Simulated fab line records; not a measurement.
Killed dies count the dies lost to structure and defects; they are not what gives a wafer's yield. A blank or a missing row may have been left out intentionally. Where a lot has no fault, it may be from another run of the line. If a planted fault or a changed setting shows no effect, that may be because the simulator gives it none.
Which tool is to blame?	flow gf180mcu	11 lots, 33 wafers sampled, at 4 steps of a route of 602

== WHAT EACH GAUGE READ, for each wafer ==
GF_V5_THK_MEAS_03.
lot	measured	on	V5_CVD_02_THK (nm)
L814	day 29 00:53	film metro-01	1425 1448 1418
L815	day 29 02:32	film metro-01	1442 1443 1444
L816	day 29 15:04	film metro-03	1407 1443 1440
L817	day 30 00:48	film metro-02	1426 1437 1432
L818	day 30 10:11	film metro-03	1430 1488 1467
L819	day 30 12:50	film metro-03	1435 1425 1438
L823	day 31 10:33	film metro-03	1455 1443 1445
L825	day 32 00:26	film metro-03	1401 1441 1457
L828	day 32 14:54	film metro-03	1407 1445 1445
L831	day 33 14:13	film metro-02	1458 1440 1440
L833	day 33 19:13	film metro-01	1449 1432 1439

GF_V5_RS_MEAS_24: uses a four-point probe to measure.
lot	measured	on	V5_W_RS (ohm/sq)
L814	day 29 22:29	film metro-02	0.322 0.322 0.320
L815	day 30 00:35	film metro-01	0.322 0.323 0.322
L816	day 30 12:32	film metro-03	0.321 0.315 0.316
L817	day 30 22:02	film metro-01	0.328 0.330 0.326
L818	day 31 06:32	film metro-03	0.320 0.328 0.320
L819	day 31 09:55	film metro-01	0.327 0.323 0.325
L823	day 32 06:44	film metro-01	0.505 0.513 0.511
L825	day 32 20:34	film metro-02	0.504 0.501 0.325
L828	day 33 10:01	film metro-01	0.315 0.328 0.326
L831	day 34 08:29	film metro-01	0.318 0.321 0.321
L833	day 34 13:44	film metro-02	0.323 0.319 0.320

GF_V5_THK_MEAS_25: measures by xrf.
lot	measured	on	V5_W_THK (nm)
L814	day 29 22:37	film metro-02	357 359 362
L815	day 30 00:42	film metro-01	356 357 358
L816	day 30 12:38	film metro-03	354 362 359
L817	day 30 22:09	film metro-01	352 348 355
L818	day 31 06:38	film metro-03	357 347 357
L819	day 31 10:02	film metro-01	353 358 355
L823	day 32 06:52	film metro-01	228 225 226
L825	day 32 20:41	film metro-02	229 231 353
L828	day 33 10:08	film metro-01	368 352 353
L831	day 34 08:35	film metro-01	364 358 357
L833	day 34 13:50	film metro-02	353 357 357

== EACH LOT AND THE TOOL THAT RAN IT (in order: tool; ch and the chambers of the sampled wafers; start) ==
lot	GF_V5_CVD_23
L814	cvd w-01 ch 0,1, day 29 22:23
L815	cvd w-01 ch 0,1, day 30 00:28
L816	cvd w-02 ch 0,1, day 30 12:24
L817	cvd w-01 ch 0,1, day 30 21:55
L818	cvd w-02 ch 0,1, day 31 06:24
L819	cvd w-01 ch 0,1, day 31 09:48
L823	cvd w-01 ch 0, day 32 06:38
L825	cvd w-01 ch 0,1, day 32 20:26
L828	cvd w-02 ch 0,1, day 33 09:55
L831	cvd w-02 ch 1, day 34 08:19
L833	cvd w-02 ch 1, day 34 13:32
- GF_V5_CVD_23: deposits W, target thk 350 nm, time 104.9 s.

== AS READ BY THE TOOLS THEMSELVES (means over the sampled wafers that have a number; for cases with no such wafer, the mark the record gives instead) ==
GF_V5_CVD_23.
lot	tool	chamber pressure Torr (Torr)	heater power w (W)	susceptor temp C (C)
L814	cvd w-01	40.03	955	399.97
L815	cvd w-01	40.04	971	399.90
L816	cvd w-02	40.02	836	400.02
L817	cvd w-01	39.91	1025	399.94
L818	cvd w-02	40.00	831	400.13
L819	cvd w-01	40.03	955	399.97
L823	cvd w-01	16.97	1070	399.96
L825	cvd w-01	24.66	1038	400.02
L828	cvd w-02	40.00	850	399.95
L831	cvd w-02	40.05	841	400.02
L833	cvd w-02	39.99	835	399.94

== THE ANSWER, worked out from the rows above alone ==
Rule: the lots themselves supply what counts as usual. Put in order of their means at a reading, lots are off if they are a third of the lots or fewer, leave a main group of 4 or more, and stand apart from it by a gap of 3 or more times the standard deviation of the main group's means; of several such gaps the widest counts. A main group whose means are all the same, to the digits that the tables above print for the reading, isn't used. A lot without any number at a reading at which 4 lots or more have one is off too. The other lots that the step has rows for count as sound. The gauges are gone through in route order, then the tools' own readings, and for those a lot's mean is taken as printed above. The first step at which some lot is off is used, and at that step the reading that is off furthest; a lot without a number counts as furthest.
Off: L823, L825, at GF_V5_RS_MEAS_24 (V5_W_RS). For the main group the mean is 0.322 ohm/sq and the standard deviation 0.0029.
If a tool, at a process step before that reading, ran all the lots that are off and no sound lot after the first of them, it fits. The gauges at GF_V5_RS_MEAS_24 aren't tried: what is off there is off at GF_V5_CVD_23 too, on other tools, and a gauge's error can't cause that. One fits: GF_V5_CVD_23 on cvd w-01. A fault onset in the window from L819 (day 31 09:48, its last sound lot) to L823 (day 32 06:38, its first lot off) fits.
On the lots that are off, the tool's own readings at GF_V5_CVD_23 differ by more than 5 times the standard deviation of the sound lots' means, which bears it out; chamber pressure Torr reads 20.81 Torr there versus 40.01 Torr on the sound lots.

== WHAT HAD BEEN PUT IN BY THE SIMULATOR ==
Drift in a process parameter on cvd w-01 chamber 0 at GF_V5_CVD_23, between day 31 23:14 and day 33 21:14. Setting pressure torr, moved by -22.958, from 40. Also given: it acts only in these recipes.
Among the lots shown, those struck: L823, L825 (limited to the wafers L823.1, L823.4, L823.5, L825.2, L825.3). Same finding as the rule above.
